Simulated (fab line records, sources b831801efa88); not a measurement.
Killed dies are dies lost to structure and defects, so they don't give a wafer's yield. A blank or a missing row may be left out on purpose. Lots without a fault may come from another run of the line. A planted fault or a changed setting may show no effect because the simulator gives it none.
One fault seen from 2 desks | flow gf180mcu | each desk has only its own numbers; what lay behind them comes last

THE METROLOGY DESK
What the gauges read, lot by lot, whatever tool the lot ran on: means of the sampled wafers that have a number. A lot is out of limits, marked OUT, if its mean lies more than 4 standard deviations from the usual mean; the brackets give that distance.
Columns: A = MVPSD_RS at GF_VT_IMPLANT_RS_MEAS_49, usual 1169.6 ohm/sq; B = cd_nm at GF_M1_CD_MEAS_14, usual 229.7 nm; C = M4_ALCU_RS at GF_M4_RS_MEAS_05, usual 0.0697 ohm/sq; D = M4_ALCU_THK at GF_M4_THK_MEAS_06, usual 446 nm
lot  | first seen here | A      | B     | C      | D
L939 | day 7 19:01     | 1166.1 | 228.8 | 0.0701 | 445
L940 | day 8 03:29     | 1168.4 | 232.6 | 0.0706 | 436
L941 | day 8 08:31     | 1173.9 | 228.9 | 0.0699 | 444
L943 | day 8 22:42     | 1170.1 | 229.0 | 0.0691 | 451
L944 | day 9 03:13     | 1170.8 | 229.2 | 0.0686 | 457
L945 | day 9 10:41     | 1171.9 | 229.6 | 0.0699 | 444
L946 | day 9 15:19     | 1169.5 | 230.2 | 0.0696 | 450
L947 | day 9 23:17     | 1171.3 | 231.3 | 0.0689 | 455
L948 | day 10 06:28    | 1173.5 | 229.1 | 0.0709 | 442
L953 | day 11 18:23    | 1177.2 | 229.8 | 0.0695 | 448
L957 | day 13 07:49    | 1169.0 | 230.4 | 0.0696 | 446
This desk's finding: nothing out of limits on any of the 11 lots.

THE TOOL OWNER'S DESK: implanter-03
The tool's own readings at GF_MVPSD_IMPLANT_09: means of the sampled wafers that have a number, for each lot that ran on this tool. A lot is out of limits, marked OUT, if its mean lies more than 4 standard deviations from the usual mean; the brackets give that distance.
Columns: A = faraday_current_uA at GF_MVPSD_IMPLANT_09, usual 28.2
lot  | first seen here | A
L939 | day 5 05:47     | 28.0
L943 | day 6 07:20     | 28.5
L945 | day 6 17:34     | 28.1
L946 | day 6 21:52     | 27.9
L948 | day 7 10:56     | 28.1
L953 | day 8 18:17     | 28.2
This desk's finding: nothing out of limits on any of the 6 lots.

PUT TOGETHER
The metrology desk saw nothing out of limits.
The tool owner's desk saw nothing out of limits.

WHAT THE SIMULATOR HAD PUT IN
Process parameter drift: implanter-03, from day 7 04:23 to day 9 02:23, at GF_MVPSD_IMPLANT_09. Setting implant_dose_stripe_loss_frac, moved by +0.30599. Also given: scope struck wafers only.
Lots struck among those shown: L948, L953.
